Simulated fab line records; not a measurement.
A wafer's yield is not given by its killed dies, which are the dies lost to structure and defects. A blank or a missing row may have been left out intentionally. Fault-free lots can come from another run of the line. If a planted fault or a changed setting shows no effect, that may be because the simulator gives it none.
fab line records | flow sfq-line
record: lots: 15 | wafers: 44 | last-day: 82
route steps=325 shown L0V@16 M0@41 I2@105 JJ@191
lots untouched by any fault: they come from a run of this same line in which no faults occurred
start-h: hours from the record's first day to the start of the lot's first wafer shown | wait-h: time in hours since the lot's previous step | " identical to the entry in the row above | L1.1+2: a single row standing in for several wafers | - no value, or no start was given | * or withheld: withheld | < > ~ a bound
route shown NAME@n: NAME is a module with steps in the file, n the number in the route of the first one | usual: mean/standard deviation of fault-free wafers | same: alike in all rows | chamber/n: place in a boat | sites: readings site by site | _std_site: their standard deviation | _edge_site: the outer-site mean with the inner-site mean subtracted | radius-mm: for every site, how far away it sits from the centre of the wafer | mask NAME#n: copy n | behind: the tool/chamber that last shaped the wafer | hold: the reason the lot was held/the length of the hold in hours/how it ended | device: transistor that didn't switch, given as n, p or np | end of line: the same wafers' tests at the end of the route | step lacking rows: just its recipe | killed: count of dies lost to structure and defects at first sort (not the wafer's yield) | map: a wafer's dies, marking killed ones x, the rest . and places with no die _
set.NAME: the setting that was run; set.NAME@STEP: the one run at that earlier step | model.NAME: the simulator's own value behind a step, which no gauge read
route steps across a sampled set of lots; one table per step, one row per wafer
services: when a tool's chamber went out of use (start-h, in hours from the record's first day, below 0 if earlier), for how many hours, and the reason
== steps ==
step: SFQ_TRILAYER_L0_CAP_PECVD_011
recipe: material: SiO2 | temp-c: 150 | time-s: 13.333 | pressure-torr: 2.4 | rf-w: 183.3 | precursor: SiH4/N2O | target-thk-nm: 60
usual: heater-power-w: 85/15 | throttle-valve-pct: 25.3/0.92
lot.wafer | tool     | chamber | start-h | wait-h | heater-power-w | since-wet-clean-h | throttle-valve-pct
L886.1    | pecvd-03 | 0       | 28.00   | 0.0    | 90             | 1312              | 25.6
L886.2    | "        | 2       | "       | "      | 48             | 1312              | 26.3
L886.5    | "        | 0       | "       | "      | 90             | -                 | 25.5
L887.1    | pecvd-04 | 0       | 30.90   | 0.0    | 97             | 576               | 26.3
L887.2    | "        | 1       | "       | "      | 87             | 576               | 25.2
L887.3    | "        | 2       | "       | "      | 106            | 576               | 25.1
L888.2    | pecvd-03 | 1       | 35.70   | 0.0    | 71             | 1319              | 26.7
L888.4    | "        | 1       | "       | "      | 73             | -                 | 26.4
L888.6    | "        | 0       | "       | "      | 81             | -                 | 25.8
L889.3    | pecvd-04 | 2       | 41.70   | 0.0    | 100            | 586               | 24.7
L889.4    | "        | 1       | "       | "      | 90             | -                 | 25.3
L889.6    | "        | 2       | "       | "      | 100            | -                 | 25.0
L890.1    | pecvd-02 | 1       | 46.50   | 0.0    | 71             | 961               | 24.6
L890.2    | "        | 0       | "       | "      | 103            | 961               | 23.8
L890.6    | "        | 0       | "       | "      | 100            | -                 | 23.7
L892.3    | pecvd-02 | 1       | 57.30   | 0.0    | 76             | 972               | 24.7
L892.4    | "        | 2       | "       | "      | 80             | -                 | 24.2
L892.6    | "        | 0       | "       | "      | 110            | -                 | 24.1
L897.2    | pecvd-02 | 0       | 84.12   | 0.0    | 110            | 998               | 23.8
L897.6    | "        | 2       | "       | "      | 89             | -                 | 24.3
L898.1    | pecvd-02 | 2       | 90.12   | 0.0    | 75             | 1004              | 24.2
L898.3    | "        | 1       | "       | "      | 85             | 1004              | 24.5
L898.4    | "        | 1       | "       | "      | 87             | -                 | 25.0
L899.3    | pecvd-02 | 0       | 93.72   | 0.0    | 91             | 1008              | 24.1
L899.4    | "        | 1       | "       | "      | 78             | -                 | 24.9
L899.5    | "        | 0       | "       | "      | 93             | -                 | 24.1
L901.2    | pecvd-03 | 0       | 105.72  | 0.0    | 89             | 1389              | 25.7
L901.5    | "        | 0       | "       | "      | 86             | -                 | 25.6
L901.6    | "        | 2       | "       | "      | 59             | -                 | 26.2
L903.3    | pecvd-04 | 2       | 114.30  | 0.0    | 99             | 659               | 25.3
L903.5    | "        | 0       | "       | "      | 97             | -                 | 26.6
L903.6    | "        | 1       | "       | "      | 76             | -                 | 25.5
L904.1    | pecvd-03 | 1       | 120.12  | 0.0    | 80             | 1404              | 26.6
L904.2    | "        | 2       | "       | "      | 58             | 1404              | 26.1
L904.3    | "        | 0       | "       | "      | 85             | 1404              | 25.8
L905.1    | pecvd-04 | 1       | 122.52  | 0.0    | 92             | 667               | 25.5
L905.5    | "        | 0       | "       | "      | 86             | -                 | 26.9
L905.6    | "        | 1       | "       | "      | 89             | -                 | 25.6
L908.2    | pecvd-04 | 1       | 144.19  | 0.0    | 86             | 689               | 25.5
L908.4    | "        | 2       | "       | "      | 105            | -                 | 25.5
L908.6    | "        | 1       | "       | "      | 85             | -                 | 25.5
L909.2    | pecvd-03 | 0       | 152.57  | 0.0    | 89             | 1436              | 25.7
L909.3    | "        | 1       | "       | "      | 70             | 1436              | 26.4
L909.4    | "        | 0       | "       | "      | 90             | -                 | 25.4
step: SFQ_TRILAYER_L0_VIA_ETCH_VIA_ETCH_016
recipe: target: SiO2 | stop-on: MoNx_KI | mask-material: PR | chemistry: CHF3 | target-depth-nm: 80 | source-w: 500 | bias-w: 80 | pressure-mtorr: 30 | time-s: withheld
usual: chamber-pressure-mTorr: 29.999/0.027 | drypump-motor-current-A: 5.7/0.56 | oes-product-au: 0.843/0.0079
lot.wafer | tool        | chamber | start-h | wait-h | chamber-pressure-mTorr | drypump-motor-current-A | oes-product-au
L886.1    | rie-diel-04 | 2       | 95.20   | 0.0    | 30.038                 | 5.7                     | 0.855
L886.2    | "           | 1       | "       | "      | 30.011                 | 6.2                     | 0.849
L886.5    | "           | 3       | "       | "      | 30.000                 | 6.2                     | 0.845
L887.1    | rie-diel-02 | 0       | 97.60   | 0.0    | 29.970                 | 6.4                     | 0.841
L887.2    | "           | 2       | "       | "      | 30.028                 | 5.6                     | 0.848
L887.3    | "           | 1       | "       | "      | 29.999                 | 4.8                     | 0.844
L888.2    | rie-diel-03 | 1       | 101.20  | 0.0    | 29.976                 | 6.5                     | 0.830
L888.4    | "           | 3       | "       | "      | 29.997                 | 5.2                     | 0.850
L888.6    | "           | 0       | "       | "      | 29.967                 | 5.1                     | 0.862
L889.3    | rie-diel-03 | 3       | 109.60  | 0.0    | 29.952                 | 5.2                     | 0.833
L889.4    | "           | 0       | "       | "      | 29.991                 | 5.1                     | 0.852
L889.6    | "           | 2       | "       | "      | 30.008                 | 6.5                     | 0.849
L890.1    | rie-diel-03 | 2       | 114.40  | 0.0    | 30.048                 | 6.5                     | 0.844
L890.2    | "           | 3       | "       | "      | 30.006                 | 5.2                     | 0.830
L890.6    | "           | 3       | "       | "      | 30.007                 | 5.2                     | 0.834
L892.3    | rie-diel-02 | 2       | 128.80  | 0.0    | 30.019                 | 5.6                     | 0.835
L892.4    | "           | 1       | "       | "      | 30.002                 | 4.8                     | 0.843
L892.6    | "           | 3       | "       | "      | 29.986                 | 5.8                     | 0.845
L897.2    | rie-diel-04 | 0       | 199.69  | 0.0    | 29.962                 | 5.5                     | 0.769
L897.6    | "           | 2       | "       | "      | 29.998                 | 5.6                     | 0.840
L898.1    | rie-diel-02 | 2       | 205.69  | 0.0    | 30.041                 | 5.6                     | 0.831
L898.3    | "           | 0       | "       | "      | 29.991                 | 6.4                     | 0.837
L898.4    | "           | 2       | "       | "      | 29.967                 | 5.6                     | 0.768
L899.3    | rie-diel-04 | 1       | 211.69  | 0.0    | 30.003                 | 6.3                     | 0.838
L899.4    | "           | 3       | "       | "      | 30.048                 | 6.2                     | 0.772
L899.5    | "           | 3       | "       | "      | 30.012                 | 6.3                     | 0.830
L901.2    | rie-diel-04 | 1       | 222.50  | 0.0    | 29.950                 | 6.2                     | 0.838
L901.5    | "           | 1       | "       | "      | 30.017                 | 6.2                     | 0.842
L901.6    | "           | 2       | "       | "      | 29.993                 | 5.6                     | 0.847
L903.3    | rie-diel-02 | 2       | 232.09  | 0.0    | 30.074                 | 5.6                     | 0.848
L903.5    | "           | 3       | "       | "      | 30.028                 | 5.8                     | 0.841
L903.6    | "           | 1       | "       | "      | 29.976                 | 4.8                     | 0.843
L904.1    | rie-diel-02 | 3       | 236.90  | 0.0    | 29.989                 | 5.8                     | 0.842
L904.2    | "           | 2       | "       | "      | 29.950                 | 5.6                     | 0.834
L904.3    | "           | 0       | "       | "      | 29.960                 | 6.4                     | 0.852
L905.1    | rie-diel-03 | 2       | 241.25  | 0.0    | 29.994                 | 6.5                     | 0.845
L905.5    | "           | 2       | "       | "      | 30.004                 | 6.5                     | 0.839
L905.6    | "           | 3       | "       | "      | 29.975                 | 5.2                     | 0.847
L908.2    | rie-diel-03 | 2       | 261.64  | 0.0    | 29.971                 | 6.5                     | 0.853
L908.4    | "           | 3       | "       | "      | 30.006                 | 5.3                     | 0.847
L908.6    | "           | 0       | "       | "      | 29.976                 | 5.1                     | 0.857
L909.2    | rie-diel-04 | 0       | 268.85  | 0.0    | 30.015                 | 5.5                     | 0.847
L909.3    | "           | 3       | "       | "      | 30.014                 | 6.2                     | 0.838
L909.4    | "           | 1       | "       | "      | 29.982                 | 6.2                     | 0.849
step: SFQ_TRILAYER_M0_STRIP_STRIP_025
recipe: gas: O2 | power-w: 200 | platen-temp-c: 40 | overash-fraction: 0.65 | chemistry: O2 | pressure-mtorr: 50
usual: chamber-pressure-mTorr: 50.00/0.046 | drypump-motor-current-A: 5.4/0.54 | oes-product-au: 0.997/0.0073
lot.wafer | tool         | chamber | start-h | wait-h | chamber-pressure-mTorr | drypump-motor-current-A | oes-product-au | rf-hours-counter-h
L886.1    | rie-metal-02 | 0       | 111.06  | 0.1    | 50.00                  | 6.5                     | 0.983          | 184
L886.2    | "            | 1       | "       | "      | 49.97                  | 5.6                     | 1.002          | 168
L886.5    | "            | 1       | "       | "      | 49.97                  | 5.6                     | 1.007          | -
L887.1    | rie-metal-03 | 0       | 114.66  | 0.1    | 49.98                  | 6.1                     | 0.992          | 143
L887.2    | "            | 1       | "       | "      | 49.97                  | 4.9                     | 0.997          | 183
L887.3    | "            | 1       | "       | "      | 50.08                  | 4.9                     | 0.999          | -
L888.2    | rie-metal-04 | 0       | 118.26  | 0.1    | 50.10                  | 5.2                     | 1.010          | 17
L888.4    | "            | 1       | "       | "      | 50.11                  | 5.0                     | 0.992          | -
L888.6    | "            | 0       | "       | "      | 50.06                  | 5.3                     | 1.007          | -
L889.3    | rie-metal-02 | 1       | 125.66  | 0.2    | 50.02                  | 5.6                     | 0.999          | -
L889.4    | "            | 0       | "       | "      | 49.94                  | 6.4                     | 0.988          | -
L889.6    | "            | 1       | "       | "      | 49.97                  | 5.6                     | 1.000          | -
L890.1    | rie-metal-03 | 0       | 136.21  | 0.1    | 49.96                  | 6.0                     | 0.990          | 146
L890.2    | "            | 1       | "       | "      | 50.04                  | 4.9                     | 1.003          | 186
L890.6    | "            | 0       | "       | "      | 50.01                  | 6.0                     | 0.993          | -
L892.3    | rie-metal-03 | 0       | 153.31  | 0.2    | 49.97                  | 6.1                     | 0.992          | -
L892.4    | "            | 1       | "       | "      | 49.97                  | 5.0                     | 0.998          | -
L892.6    | "            | 1       | "       | "      | 49.96                  | 4.9                     | 0.990          | -
L897.2    | rie-metal-04 | 1       | 218.14  | 0.1    | 49.94                  | 5.0                     | 0.989          | 128
L897.6    | "            | 1       | "       | "      | 50.04                  | 5.0                     | 0.987          | -
L898.1    | rie-metal-03 | 0       | 224.14  | 0.1    | 49.99                  | 6.1                     | 1.005          | 162
L898.3    | "            | 0       | "       | "      | 49.92                  | 6.1                     | 1.003          | -
L898.4    | "            | 1       | "       | "      | 50.03                  | 5.0                     | 0.999          | -
L899.3    | rie-metal-04 | 0       | 231.54  | 0.2    | 49.98                  | 5.3                     | 1.003          | -
L899.4    | "            | 1       | "       | "      | 49.95                  | 5.0                     | 1.004          | -
L899.5    | "            | 1       | "       | "      | 50.00                  | 5.0                     | 1.000          | -
L901.2    | rie-metal-03 | 1       | 243.72  | 0.4    | 50.02                  | 4.9                     | 0.997          | -
L901.5    | "            | 1       | "       | "      | 50.01                  | 4.9                     | 0.990          | -
L901.6    | "            | 1       | "       | "      | 50.02                  | 4.9                     | 0.992          | -
L903.3    | rie-metal-04 | 0       | 269.49  | 0.2    | 50.00                  | 5.2                     | 1.006          | -
L903.5    | "            | 1       | "       | "      | 50.01                  | 5.0                     | 0.999          | -
L903.6    | "            | 0       | "       | "      | 50.03                  | 5.3                     | 1.001          | -
L904.1    | rie-metal-02 | 0       | 273.07  | 0.2    | 50.07                  | 6.4                     | 0.983          | 9
L904.2    | "            | 0       | "       | "      | 49.97                  | 6.4                     | 1.004          | -
L904.3    | "            | 0       | "       | "      | 49.97                  | 6.4                     | 0.993          | -
L905.1    | rie-metal-04 | 0       | 278.89  | 0.1    | 50.05                  | 5.3                     | 1.006          | 46
L905.5    | "            | 0       | "       | "      | 50.00                  | 5.3                     | 0.999          | -
L905.6    | "            | 1       | "       | "      | 50.04                  | 5.0                     | 1.004          | -
L908.2    | rie-metal-04 | 0       | 298.09  | 0.1    | 50.00                  | 5.2                     | 1.010          | 49
L908.4    | "            | 0       | "       | "      | 50.00                  | 5.2                     | 1.015          | -
L908.6    | "            | 1       | "       | "      | 50.00                  | 5.0                     | 0.996          | -
L909.2    | rie-metal-03 | 0       | 303.00  | 0.1    | 50.01                  | 6.1                     | 0.989          | 171
L909.3    | "            | 1       | "       | "      | 49.94                  | 5.0                     | 1.004          | -
L909.4    | "            | 0       | "       | "      | 50.05                  | 6.1                     | 0.989          | -
step: SFQ_I2_BOW_MEAS_917
recipe: mode: bow
usual: I2_BOW: 3/8
lot.wafer | tool          | chamber | start-h | wait-h | I2_BOW[um]
L886.1    | film-metro-02 | -       | 530.77  | 2.5    | 4
L886.2    | "             | -       | "       | "      | 2
L886.5    | "             | -       | "       | "      | 0
L887.1    | film-metro-01 | -       | 534.69  | 2.0    | 7
L887.2    | "             | -       | "       | "      | 4
L887.3    | "             | -       | "       | "      | 2
L888.2    | film-metro-01 | -       | 542.81  | 1.5    | 7
L888.4    | "             | -       | "       | "      | -3
L888.6    | "             | -       | "       | "      | 7
L889.3    | film-metro-02 | -       | 545.83  | 2.5    | 8
L889.4    | "             | -       | "       | "      | -1
L889.6    | "             | -       | "       | "      | 7
L890.1    | film-metro-01 | -       | 554.79  | 1.0    | 15
L890.2    | "             | -       | "       | "      | 6
L890.6    | "             | -       | "       | "      | 9
L892.3    | film-metro-02 | -       | 560.01  | 2.0    | 9
L892.4    | "             | -       | "       | "      | 1
L892.6    | "             | -       | "       | "      | 4
L897.2    | film-metro-04 | -       | 794.83  | 1.0    | -9
L897.6    | "             | -       | "       | "      | 10
L898.1    | film-metro-02 | -       | 809.21  | 2.0    | 3
L898.3    | "             | -       | "       | "      | 13
L898.4    | "             | -       | "       | "      | 10
L899.3    | film-metro-01 | -       | 819.82  | 1.0    | 9
L899.4    | "             | -       | "       | "      | 14
L899.5    | "             | -       | "       | "      | -5
L901.2    | film-metro-02 | -       | 831.80  | 2.0    | 1
L901.5    | "             | -       | "       | "      | -1
L901.6    | "             | -       | "       | "      | 1
L903.3    | film-metro-01 | -       | 902.16  | 1.5    | 22
L903.5    | "             | -       | "       | "      | 15
L903.6    | "             | -       | "       | "      | 24
L904.1    | film-metro-04 | -       | 905.12  | 2.5    | -9
L904.2    | "             | -       | "       | "      | -2
L904.3    | "             | -       | "       | "      | -11
L905.1    | film-metro-04 | -       | 918.78  | 1.0    | 3
L905.5    | "             | -       | "       | "      | 0
L905.6    | "             | -       | "       | "      | 5
L908.2    | film-metro-02 | -       | 927.80  | 1.5    | 7
L908.4    | "             | -       | "       | "      | -1
L908.6    | "             | -       | "       | "      | 4
L909.2    | film-metro-01 | -       | 930.14  | 1.0    | 6
L909.3    | "             | -       | "       | "      | -3
L909.4    | "             | -       | "       | "      | -10
step: SFQ_JJ_OVL_MEAS_931
usual: J5_OVL: 2/6.5
lot.wafer | tool       | chamber | start-h | wait-h | J5_OVL[nm]
L886.1    | overlay-01 | -       | 1250.05 | 0.1    | 1
L886.2    | "          | -       | "       | "      | -8
L886.5    | "          | -       | "       | "      | 0
L887.1    | overlay-01 | -       | 1253.78 | 0.1    | 8
L887.2    | "          | -       | "       | "      | 7
L887.3    | "          | -       | "       | "      | 8
L888.2    | overlay-01 | -       | 1254.98 | 0.1    | -3
L888.4    | "          | -       | "       | "      | 6
L888.6    | "          | -       | "       | "      | 2
L889.3    | overlay-01 | -       | 1268.19 | 0.1    | 4
L889.4    | "          | -       | "       | "      | 6
L889.6    | "          | -       | "       | "      | 13
L890.1    | overlay-02 | -       | 1271.78 | 0.1    | -2
L890.2    | "          | -       | "       | "      | -1
L890.6    | "          | -       | "       | "      | 0
L892.3    | overlay-02 | -       | 1275.39 | 0.1    | 3
L892.4    | "          | -       | "       | "      | 1
L892.6    | "          | -       | "       | "      | 2
L897.2    | overlay-02 | -       | 1292.18 | 0.1    | 4
L897.6    | "          | -       | "       | "      | 3
L898.1    | overlay-02 | -       | 1343.78 | 0.1    | -5
L898.3    | "          | -       | "       | "      | -2
L898.4    | "          | -       | "       | "      | -2
L899.3    | overlay-02 | -       | 1351.65 | 0.1    | 12
L899.4    | "          | -       | "       | "      | 3
L899.5    | "          | -       | "       | "      | 13
L901.2    | overlay-02 | -       | 1361.25 | 0.1    | -2
L901.5    | "          | -       | "       | "      | 2
L901.6    | "          | -       | "       | "      | -1
L903.3    | overlay-02 | -       | 1422.58 | 0.1    | 1
L903.5    | "          | -       | "       | "      | 7
L903.6    | "          | -       | "       | "      | 13
L904.1    | overlay-01 | -       | 1427.37 | 0.1    | 2
L904.2    | "          | -       | "       | "      | -4
L904.3    | "          | -       | "       | "      | 1
L905.1    | overlay-01 | -       | 1446.57 | 0.1    | 4
L905.5    | "          | -       | "       | "      | 0
L905.6    | "          | -       | "       | "      | 6
L908.2    | overlay-01 | -       | 1544.97 | 0.1    | 6
L908.4    | "          | -       | "       | "      | 7
L908.6    | "          | -       | "       | "      | 1
L909.2    | overlay-02 | -       | 1548.57 | 0.1    | 11
L909.3    | "          | -       | "       | "      | 10
L909.4    | "          | -       | "       | "      | 10
== services ==
tool         | chamber | start-h | hours | kind
rie-diel-02  | 3       | 32.21   | 2.9   | repair
rie-diel-02  | -       | 61.97   | 0.3   | repair
rie-metal-04 | -       | 75.16   | 1.2   | repair
pecvd-04     | -       | 78.92   | 5.5   | pm
rie-diel-03  | 1       | 97.72   | 2.7   | repair
rie-metal-03 | 1       | 98.22   | 2.1   | repair
pecvd-03     | -       | 115.38  | 0.9   | repair
rie-metal-03 | -       | 116.44  | 2.8   | pm
rie-diel-03  | 2       | 128.09  | 6.2   | repair
rie-diel-03  | -       | 158.55  | 15.6  | pm
rie-metal-03 | 1       | 165.27  | 4.8   | repair
rie-diel-02  | -       | 166.59  | 0.8   | repair
pecvd-04     | 0       | 169.88  | 5.1   | repair
rie-diel-03  | 0       | 176.75  | 2.4   | repair
pecvd-04     | -       | 185.89  | 1.4   | repair
rie-diel-03  | 0       | 187.89  | 10.4  | repair
pecvd-03     | -       | 194.25  | 14.0  | pm
rie-metal-04 | 1       | 196.96  | 9.6   | repair
rie-diel-02  | 1       | 201.96  | 6.2   | repair
rie-diel-03  | 2       | 209.47  | 2.8   | repair
rie-diel-02  | 0       | 219.41  | 14.0  | repair
rie-metal-03 | 0       | 238.20  | 26.6  | repair
rie-metal-03 | -       | 262.89  | 1.4   | pm
rie-metal-03 | 1       | 297.10  | 3.9   | repair
== key ==
first-sign: step: SFQ_TRILAYER_L0_VIA_ETCH_VIA_ETCH_016 | reading: oes-product-au | direction: down | sigmas: 9.2 | usual: 0.843 | struck: 0.770
effect none on later readings
met-at SFQ_TRILAYER_L0_CAP_PECVD_011
struck-lots L897,L898,L899
struck-wafers L897.2,L898.4,L899.4
not-acting-at SFQ_TRILAYER_M0_STRIP_STRIP_025,SFQ_I2_BOW_MEAS_917,SFQ_JJ_OVL_MEAS_931
onset-between 57.30 84.12
fault: kind: process-parameter-drift | tool: pecvd-02 | chamber: - | onset-h: 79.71 | steps: SFQ_TRILAYER_L0_CAP_PECVD_011 | channel: time-s | offset: * | shape: step | end-h: 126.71 | scope: struck-wafers-only | acts-in: * | stated: *
